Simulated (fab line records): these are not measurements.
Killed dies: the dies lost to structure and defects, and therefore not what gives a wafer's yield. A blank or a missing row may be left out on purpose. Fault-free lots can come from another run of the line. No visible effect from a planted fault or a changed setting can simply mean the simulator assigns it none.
8D (eight disciplines) problem report, filled in by code    flow gf180mcu    the parts of the form that need people (team, actions taken, sign-off) are left out

== 1. THE PROBLEM ==
M4_ALCU_RS at GF_M4_RS_MEAS_05 reads a mean of 0.1264 ohm/sq on 1 wafer of 1 lot; wafers without a fault read 0.0694 ohm/sq with a standard deviation of 0.00094. That puts it +61 standard deviations away from the usual mean.
The step: measures by four-point-probe.
Seen first at day 30 01:23 on filmMetro-04, wafer L500.1. The record has a number at this step for 30 wafers belonging to 10 lots. The rule behind "out" and "out of limits": a value lying over 4 standard deviations away from the usual mean. Any other wafer with a number is counted as sound.

== 2. WHAT IT IS, WHAT IT ISN'T ==
question                     is                 is not
which readings at this step  M4_ALCU_RS         -
which lots                   L500               L477, L480, L482, L484, L487, L488, L490, L491, L494
which wafers of those lots   L500.1             L500.2, L500.6
read on which gauges         filmMetro-04       filmMetro-01, filmMetro-03
when                         from day 30 01:23  up to then (29 sound wafers)

== 3. SUSPECTS, AND WHAT RULES EACH OUT ==
Counting: a tool at a process step up to the reading stays a suspect if it ran every lot that is out. Sound lots after the first of them don't rule it out here, since some wafers of a struck lot are sound.
- the gauge at GF_M4_RS_MEAS_05 is ruled out. All the wafers that are out were read on filmMetro-04, but those of them that GF_M4_METAL_ETCH_16 has rows for are out there too, on other tools.
- rieDiel-03 at GF_V3_ETCH_16 (etches BARC in N2/H2): kept. The lot that is out, L500, ran on it at day 29 23:47; the last sound lot it ran before that was L490, at day 26 21:13.
- pvdSputter-04 at GF_M4_SPUTTER_00 (material Ti, target thk 37.5 nm, time 150 s): kept. The lot that is out, L500, ran on it at day 30 01:10; the last sound lot it ran before that was L484, at day 25 00:04.
- pvdSputter-04 at GF_M4_SPUTTER_01 (material TiN, target thk 30 nm, time 25 s): kept. The lot that is out, L500, ran on it at day 30 01:16; the last sound lot it ran before that was L484, at day 25 00:10.
- pvdSputter-04 at GF_M4_SPUTTER_02 (material AlCu, target thk 450 nm, time 23.9 s): kept. The lot that is out, L500, ran on it at day 30 01:17; the last sound lot it ran before that was L484, at day 25 00:12.
- In rieDiel-03 at GF_V3_ETCH_16, the wafers that are out were processed in chamber 0 and their sound lot-mates in chambers 1, 3.
Left after counting: rieDiel-03 at GF_V3_ETCH_16, pvdSputter-04 at GF_M4_SPUTTER_00, pvdSputter-04 at GF_M4_SPUTTER_01, pvdSputter-04 at GF_M4_SPUTTER_02.

== 4. THE CAUSE (what the simulator had put in) ==
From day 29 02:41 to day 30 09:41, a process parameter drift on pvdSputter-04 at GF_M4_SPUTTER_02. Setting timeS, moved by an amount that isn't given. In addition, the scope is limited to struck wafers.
Counting leaves 4 suspects; this tool is one of them.

== 5. THE CHAIN OF EFFECTS, in route order ==
Rows list readings where the struck wafers' mean (over those with a number) sits beyond 3 standard deviations from the usual. Scope: only readings with a usual standard deviation given in the record; hours: median across lots of the time from each lot's start at the first step in this table that gives one to its start at this step; sigmas: change in usual standard deviations.
hours  step                 reading           usual          on struck wafers  change   sigmas
0      GF_M4_RS_MEAS_05     M4_ALCU_RS        0.0694 ohm/sq  0.1264            +0.0570  +61
0      GF_M4_THK_MEAS_06    M4_ALCU_THK       450 nm         251               -199     -30
19     GF_M4_METAL_ETCH_16  oesProductAu      0.970 a.u.     0.778             -0.192   -25
19     GF_M4_METAL_ETCH_16  throttleValvePct  28.250 %       28.460            +0.210   +18
It contains these process steps:
- GF_M4_METAL_ETCH_16: etches the open film in Cl2/BCl3, stops on SiO2, target depth 627.5 nm, time 104.6 s.

== 6. WHAT WOULD HAVE CAUGHT IT SOONER ==
23 hours passed between the start of the fault at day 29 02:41 and the first reading out of limits at a measuring or inspecting step in this record, taken at day 30 01:23.
An alarm limit of 4 standard deviations would not have fired on the tool readings at GF_M4_SPUTTER_02 for which the record gives a usual standard deviation, since none of them was out on any struck wafer.
By day 30 01:23 the whole set of lots that are out, 1 in number, had already begun GF_M4_SPUTTER_02 on pvdSputter-04. Tool hold at that time: it would have spared none of them.
